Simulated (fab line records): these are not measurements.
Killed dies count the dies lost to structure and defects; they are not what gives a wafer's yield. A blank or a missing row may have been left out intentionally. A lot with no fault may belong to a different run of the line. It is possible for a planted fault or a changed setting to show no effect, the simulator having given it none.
Shared-tool check | flow gf180mcu | Sampled: 13 lots, 48 wafers

## WHAT PROMPTED THE OPENING
At GF_VT_IMPLANT_TW_MEAS_21 the reading VT_IMPLANT_2_TW is flagged on 3 of 13 lots. No-fault wafers: 1221, standard deviation 9.
Rule: a lot is flagged in two cases, either no wafer of it has a number, or all its wafers with numbers fall more than 4 standard deviations from that mean. The other lots count as sound.

lot  | measured     | on            | VT_IMPLANT_2_TW, wafer by wafer | flag
L496 | day 6 11:33  | film_metro-02 | 1217 1218 1215                  |
L497 | day 6 19:56  | film_metro-02 | 1217 1217 1216                  |
L498 | day 7 00:05  | film_metro-01 | 1213 1211 1206                  |
L501 | day 7 19:29  | film_metro-04 | 1227 1223 1232                  |
L503 | day 8 08:56  | film_metro-01 | 1221 1226 1221                  |
L504 | day 8 13:26  | film_metro-04 | 1231 1230 1225                  |
L506 | day 9 03:05  | film_metro-02 | 1213 1222 1211                  |
L507 | day 9 13:24  | film_metro-02 | 1219 1215 1218                  |
L508 | day 9 14:40  | film_metro-04 | 1288 1291 1292 1288 1297 1295   | FLAGGED
L509 | day 10 02:41 | film_metro-04 | 1305 1292 1293 1302 1301 1296   | FLAGGED
L510 | day 10 06:44 | film_metro-02 | 1215 1213 1218                  |
L511 | day 10 14:28 | film_metro-01 | 1287 1281 1280 1280 1278 1285   | FLAGGED
L518 | day 12 08:58 | film_metro-04 | 1231 1234 1236                  |
On average the flagged lots' numbers are 1291, which is +70 against the usual, or +8 standard deviations.

## LOT BY LOT: THE TOOL USED
The record keeps 1 process step preceding the reading, out of 602 steps on the route. Read each cell as the tool, then ch plus the chambers that the sampled wafers visited, then the start.
lot  | flag    | GF_VT_IMPLANT_IMPLANT_19
L496 |         | implanter-03 ch 0, day 6 11:18
L497 |         | implanter-02 ch 0, day 6 19:41
L498 |         | implanter-03 ch 0, day 6 23:50
L501 |         | implanter-03 ch 0, day 7 19:14
L503 |         | implanter-04 ch 0, day 8 08:41
L504 |         | implanter-04 ch 0, day 8 13:11
L506 |         | implanter-04 ch 0, day 9 02:50
L507 |         | implanter-04 ch 0, day 9 13:09
L508 | FLAGGED | implanter-04 ch 0, day 9 14:27
L509 | FLAGGED | implanter-04 ch 0, day 10 02:26
L510 |         | implanter-03 ch 0, day 10 06:29
L511 | FLAGGED | implanter-04 ch 0, day 10 14:14
L518 |         | implanter-03 ch 0, day 12 08:46
What is done by these steps:
- GF_VT_IMPLANT_IMPLANT_19
- GF_VT_IMPLANT_TW_MEAS_21

## FLAGGED OVER TOTAL, TOOL BY TOOL (the gauges that took the reading come last)
step                     | tool          | lots run | flagged | share of the flagged lots | sound lots run after its first flagged lot
GF_VT_IMPLANT_IMPLANT_19 | implanter-02  | 1        | 0       | none                      | -
GF_VT_IMPLANT_IMPLANT_19 | implanter-03  | 5        | 0       | none                      | -
GF_VT_IMPLANT_IMPLANT_19 | implanter-04  | 7        | 3       | all                       | 0
GF_VT_IMPLANT_TW_MEAS_21 | film_metro-01 | 3        | 1       | some                      | 0
GF_VT_IMPLANT_TW_MEAS_21 | film_metro-02 | 5        | 0       | none                      | -
GF_VT_IMPLANT_TW_MEAS_21 | film_metro-04 | 5        | 2       | some                      | 1 (L518)

## WHAT THE TABLE PERMITS
1 row of the table ran every flagged lot: implanter-04 at GF_VT_IMPLANT_IMPLANT_19.
- implanter-04 at GF_VT_IMPLANT_IMPLANT_19: 3 of its 7 lots flagged. It ran its last sound lot, L507, at day 9 13:09 and its first flagged lot, L508, at day 9 14:27: a fault with its onset between the two fits. Its own readings lie more than 4 standard deviations out on every wafer of the flagged lots: beam_energy_keV.
One tool is left: implanter-04 at GF_VT_IMPLANT_IMPLANT_19.

## WHAT HAD BEEN PUT IN BY THE SIMULATOR
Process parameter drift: implanter-04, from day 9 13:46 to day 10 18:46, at GF_VT_IMPLANT_IMPLANT_19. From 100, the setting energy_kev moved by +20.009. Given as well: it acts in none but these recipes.
Lots struck among those shown: L508, L509, L511. This agrees with what the rule above found.
